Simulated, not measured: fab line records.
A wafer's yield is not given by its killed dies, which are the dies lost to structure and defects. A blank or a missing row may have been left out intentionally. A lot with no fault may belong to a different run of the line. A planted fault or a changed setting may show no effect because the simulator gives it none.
Which tool did it? -- flow sky130 -- 30 wafers from 11 lots sampled at 5 of the route's 708 steps

## WHAT THE GAUGES SHOWED, per wafer
SKY_METAL4_CD_MEAS_13 targets a cd of 300 nm. Usual: cd nm 299.9 nm, standard deviation 1.4.
lot,measured,on,cd nm (nm),flag
L566,day 42 06:24,cd sem-01,299.9 300.4 300.9,
L570,day 43 18:45,cd sem-02,298.2 297.3 298.1,
L571,day 43 21:20,cd sem-02,297.8 298.5 298.2,
L569,day 43 23:20,cd sem-01,298.0 298.7 299.2,
L572,day 44 08:38,cd sem-02,299.5 297.7 298.9,
L574,day 45 03:21,cd sem-02,300.7 300.1 300.8,
L576,day 45 10:41,cd sem-01,300.4 302.0 300.3,
L579,day 45 23:42,cd sem-02,301.5 302.1,
L582,day 46 11:25,cd sem-01,300.2 301.2,
L583,day 47 01:12,cd sem-01,299.9 299.4,
L586,day 47 15:03,cd sem-02,302.5 301.1 301.1,

SKY_METAL4_OVL_MEAS_14. Usual: for METAL4_OVL the level is -2 nm and the standard deviation is 5.2.
lot,measured,on,METAL4_OVL (nm),flag
L566,day 42 06:31,overlay-01,4 -4 -2,
L570,day 43 18:51,overlay-01,-6 -2 -7,
L571,day 43 21:26,overlay-01,-8 4 1,
L569,day 43 23:27,overlay-01,-1 8 0,
L572,day 44 08:44,overlay-02,-2 -5 3,
L574,day 45 03:28,overlay-01,3 -3 -1,
L576,day 45 10:46,overlay-02,-10 -6 -10,
L579,day 45 23:49,overlay-01,-4 -7,
L582,day 46 11:31,overlay-01,4 1,
L583,day 47 01:19,overlay-01,3 -5,
L586,day 47 15:09,overlay-02,7 6 0,

SKY_VIA4_RS_MEAS_19: a four-point-probe measurement. Usual: for VIA4_W_RS the level is 0.2283 ohm/sq and the standard deviation is 0.0024.
lot,measured,on,VIA4_W_RS (ohm/sq),flag
L566,day 43 07:46,film metro-04,0.2264 0.2285 0.2290,
L570,day 44 19:08,film metro-04,0.2276 0.2277 0.2245,
L571,day 44 22:22,film metro-04,0.2319 0.2292 0.2332,
L569,day 45 00:52,film metro-03,0.2254 0.2273 0.2303,
L572,day 45 08:50,film metro-04,0.2238 0.2238 0.2234,
L574,day 46 02:52,film metro-03,0.2273 0.2254 0.2292,
L576,day 46 10:59,film metro-03,0.2247 0.2260 0.2278,
L579,day 46 22:04,film metro-01,0.5423 0.2308,OFF
L582,day 47 10:22,film metro-03,0.5342 0.2277,OFF
L583,day 47 23:34,film metro-04,0.5377 0.2298,OFF
L586,day 48 13:17,film metro-01,0.2278 0.2274 0.2277,

SKY_VIA4_THK_MEAS_20: measures by xrf. Usual: for VIA4_W_THK the level is 501 nm and the standard deviation is 7.
lot,measured,on,VIA4_W_THK (nm),flag
L566,day 43 07:53,film metro-04,504 498 499,
L570,day 44 19:15,film metro-04,509 506 511,
L571,day 44 22:28,film metro-04,495 505 496,
L569,day 45 00:59,film metro-03,504 496 495,
L572,day 45 08:56,film metro-04,518 520 516,
L574,day 46 02:58,film metro-03,501 503 496,
L576,day 46 11:04,film metro-03,508 502 500,
L579,day 46 22:11,film metro-01,214 496,OFF
L582,day 47 10:28,film metro-03,215 497,OFF
L583,day 47 23:41,film metro-04,215 502,OFF
L586,day 48 13:23,film metro-01,502 498 500,

## TOOL THAT RAN EACH LOT (tool first, then ch and the chambers of the sampled wafers, then the start)
lot,SKY_VIA4_CVD_18
L566,"cvd w-02 ch 0,1, day 43 07:37"
L570,"cvd w-01 ch 0,1, day 44 18:58"
L571,"cvd w-01 ch 0,1, day 44 22:13"
L569,"cvd w-02 ch 0,1, day 45 00:43"
L572,"cvd w-02 ch 0,1, day 45 08:41"
L574,"cvd w-01 ch 0,1, day 46 02:41"
L576,"cvd w-02 ch 0,1, day 46 10:49"
L579,"cvd w-02 ch 1, day 46 21:54"
L582,"cvd w-02 ch 0,1, day 47 10:11"
L583,"cvd w-02 ch 1, day 47 23:24"
L586,"cvd w-01 ch 0,1, day 48 13:07"
- SKY_VIA4_CVD_18: deposits W, target thk 505 nm, time 152.14 s.

## AS READ BY THE TOOLS THEMSELVES (means over the sampled wafers that have a number; for cases with no such wafer, the mark the record gives instead)
SKY_VIA4_CVD_18. Usual: heater power w 816 W, standard deviation 47.
lot,tool,heater power w (W),flag
L566,cvd w-02,853,
L570,cvd w-01,765,
L571,cvd w-01,769,
L569,cvd w-02,855,
L572,cvd w-02,842,
L574,cvd w-01,765,
L576,cvd w-02,840,
L579,cvd w-02,796,
L582,cvd w-02,854,
L583,cvd w-02,804,
L586,cvd w-01,776,

## THE ANSWER, worked out from the rows above alone
Rule: take the mean of a lot's wafers that have a number; if it is more than 3 standard deviations from the usual mean, the lot is off. A lot without any number at a reading at which 4 lots or more have one is off too. The other lots that the step has rows for count as sound. Order of review: gauges by route order, followed by the tools' own readings, for which a lot's mean as printed above is used. The first step at which some lot is off is used, and at that step the reading that is off furthest; a lot without a number counts as furthest.
Off: L579, L582, L583, at SKY_VIA4_RS_MEAS_19 (VIA4_W_RS).
If a tool, at a process step before that reading, ran all the lots that are off and no sound lot after the first of them, it fits. Gauges at SKY_VIA4_RS_MEAS_19: tried the same way as those tools. One fits: SKY_VIA4_CVD_18 on cvd w-02. A fault onset in the window from L576 (day 46 10:49, its last sound lot) to L579 (day 46 21:54, its first lot off) fits.

## WHAT HAD BEEN PUT IN BY THE SIMULATOR
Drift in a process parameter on cvd w-02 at SKY_VIA4_CVD_18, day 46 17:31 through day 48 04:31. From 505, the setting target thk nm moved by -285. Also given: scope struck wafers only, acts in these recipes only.
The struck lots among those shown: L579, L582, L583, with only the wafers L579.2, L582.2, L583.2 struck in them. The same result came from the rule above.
